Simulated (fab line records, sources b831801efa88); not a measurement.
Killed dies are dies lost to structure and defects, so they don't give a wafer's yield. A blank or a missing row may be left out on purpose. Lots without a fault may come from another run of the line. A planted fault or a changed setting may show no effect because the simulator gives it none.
A struck lot beside a sound one | flow sky130 | 30 steps out of a route of 708
Sound: wafers L635.1, L635.2, L635.5. Struck: wafers L642.2, L642.3, L642.5. The cause comes at the end.
At each step with rows: each side's tool, then ch and its chambers, then its first start. Under that, the readings that differ: sound wafers | struck wafers | difference of the means | sigmas: that difference in standard deviations of wafers without a fault.
alike: readings whose means differ by less than 2 such deviations, and words and numbers that are the same on both sides. not compared: withheld readings, readings that some wafer has no value for, bounds like >300 that may hide the same value, and numbers for which the record gives no deviation and whose values overlap.
The two part at a step that has a row with sigmas, a row that says differs or no value, or rows on one side only. Numbers that don't overlap but have no deviation are shown without sigmas and don't part them. A reading that every wafer of one side lacks parts them only if that side has two wafers or more.

first, 9 steps without rows for these wafers: SKY_SD_P_IMPLANT_09; SKY_SD_P_STRIP_10 (strips in O2/N2); SKY_RES_XHIGH_DEHYDRATE_00 (time 60 s); SKY_RES_XHIGH_HMDS_01 (prime time 60 s); SKY_RES_XHIGH_COAT_02 (resist thk 1140 nm); SKY_RES_XHIGH_SOFTBAKE_03 (time 60 s); SKY_RES_XHIGH_EXPOSE_04 (exposes mask URPM, target cd 1270 nm); SKY_RES_XHIGH_PEB_05; SKY_RES_XHIGH_DEVELOP_06 (develop time 60 s).
SKY_RES_XHIGH_IMPLANT_07:
  sound on implanter-02 ch 0, day 30 13:05; struck on implanter-02 ch 0, day 32 17:08
  alike: end_station_pressure_torr
then, 19 steps without rows for these wafers: SKY_RES_XHIGH_STRIP_08 (strips in O2/N2); SKY_SD_N_DEHYDRATE_00 (time 60 s); SKY_SD_N_HMDS_01 (prime time 60 s); SKY_SD_N_COAT_02 (resist thk 1140 nm); SKY_SD_N_SOFTBAKE_03 (time 60 s); SKY_SD_N_EXPOSE_04 (exposes mask NSDM, target cd 380 nm); SKY_SD_N_PEB_05; SKY_SD_N_DEVELOP_06 (develop time 60 s); SKY_SD_N_IMPLANT_09; SKY_SD_N_IMPLANT_10; SKY_SD_N_STRIP_11 (strips in O2/N2); SKY_SD_N_CLEAN_13 (cleans in SC1/SC2, time 150 s); SKY_SD_N_RTA_14 (time 2 s); SKY_SALICIDE_CLEAN_00 (cleans in HF-last, time 30 s); SKY_LI_CONTACT_HDPCVD_00 (deposits PSG, target thk 930 nm, time 155 s); SKY_LI_CONTACT_CMP_02 (polishes PSG); SKY_LI_CONTACT_DEHYDRATE_04 (time 60 s); SKY_LI_CONTACT_HMDS_05 (prime time 60 s); SKY_LI_CONTACT_COAT_06 (resist thk 60 nm).
-- the record jumps here: 17 days lie between the struck wafers' starts before and after (it left off in module LI_CONTACT and takes up again in module PAD_OPEN, whose first step shown is number 708 of the route) --
SKY_PAD_OPEN_PROBE_99:
  sound on prober-01, day 48 11:20; struck on prober-02, day 49 21:28
  reading                                            | sound                | struck               | difference | sigmas
  killed_at_M0_to_M3                                 | 50 45 60             | 32 43 34             | -15        | -2
  killed_at_front_end                                | 20 22 22             | 17 10 8              | -10        | -2
  killed_dies                                        | 102 94 119           | 67 81 76             | -30        | -3
  killed_open                                        | 62 48 71             | 32 49 55             | -15        | -2
  killed_short                                       | 40 46 48             | 35 32 21             | -15        | -2
  model.etest.res_xhigh_po.rs_ohm_sq_rim_less_centre | -46.19 -47.96 -43.83 | -228.8 -228.6 -244.6 | -188.0     |
  model.etest.res_xhigh_po.rs_ohm_sq_range           | 70.07 62.53 74.57    | 260.2 265.4 276.8    | +198.4     |
  model.etest.res_xhigh_po.rs_ohm_sq                 | 1958 1976 1962       | 2046 2009 2103       | +87        |
  alike: killed_at_M4_up, killed_at_contacts, killed_at_other

WHERE THEY PART
Only at SKY_PAD_OPEN_PROBE_99, within this record.

WHY: what the simulator had put in
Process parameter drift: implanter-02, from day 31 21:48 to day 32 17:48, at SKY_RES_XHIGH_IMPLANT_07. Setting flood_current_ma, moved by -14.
